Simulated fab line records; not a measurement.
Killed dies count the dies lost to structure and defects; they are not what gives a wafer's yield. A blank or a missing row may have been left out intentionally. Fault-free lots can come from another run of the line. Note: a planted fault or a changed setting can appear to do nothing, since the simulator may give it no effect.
Matching of chambers    flow gf180mcu    GF_V4_CVD_02 on pecvd-02: 3 sister chambers
The step deposits SiO2 from TEOS, target thk 850 nm, time 94.851 s. 22 wafers are shown with their chamber, then 11 later ones without.

== WAFERS WITH THEIR CHAMBER ==
wafer   chamber  heater_power_w (W)
L074.2  1        733
L074.3  2        789
L074.6  2        628
L076.2  0        719
L076.5  0        572
L076.6  2        712
L077.3  0        736
L077.4  2        762
L077.5  0        574
L079.3  1        760
L079.4  0        711
L079.6  1        774
L082.1  0        746
L082.3  1        689
L082.5  0        585
L084.1  0        664
L084.3  1        726
L084.5  2        626
L087.1  2        682
L087.2  0        650
L087.5  1        613
L088.1  0        593

SIGNATURES, as means of the wafers listed above
reading         chamber 0  chamber 1  chamber 2  scatter within a chamber
heater_power_w  655.00     715.83     699.83     66.6
Rule: a wafer's distance from a chamber is the root of the sum, over the readings, of the square of ((its reading less the chamber's mean) divided by the reading's scatter). The wafer belongs to the nearest chamber; if the next one is less than 2 further off, it can't be placed. The scatter: the root of (the sum of the squares of (reading less its chamber's mean) over the shown wafers, divided by (wafers less chambers)).

== WAFERS MISSING THEIR CHAMBER ==
wafer   heater_power_w (W)
L088.2  664
L088.3  697
L092.3  667
L092.4  683
L092.5  809
L095.2  669
L095.3  666
L095.5  711
L096.3  683
L096.4  705
L096.5  702

== EACH ONE'S CHAMBER ==
wafer   from the rows above           in truth
L088.2  can't be placed: 0 or 2 or 1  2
L088.3  can't be placed: 2 or 1 or 0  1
L092.3  can't be placed: 0 or 2 or 1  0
L092.4  can't be placed: 2 or 0 or 1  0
L092.5  can't be placed: 1 or 2 or 0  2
L095.2  can't be placed: 0 or 2 or 1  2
L095.3  can't be placed: 0 or 2 or 1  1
L095.5  can't be placed: 1 or 2 or 0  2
L096.3  can't be placed: 2 or 0 or 1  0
L096.4  can't be placed: 2 or 1 or 0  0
L096.5  can't be placed: 2 or 1 or 0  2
Correct placement for 0 of the 11. These rows do not allow placing 11 (true chamber among the candidates in 11). Placed wrongly: 0.
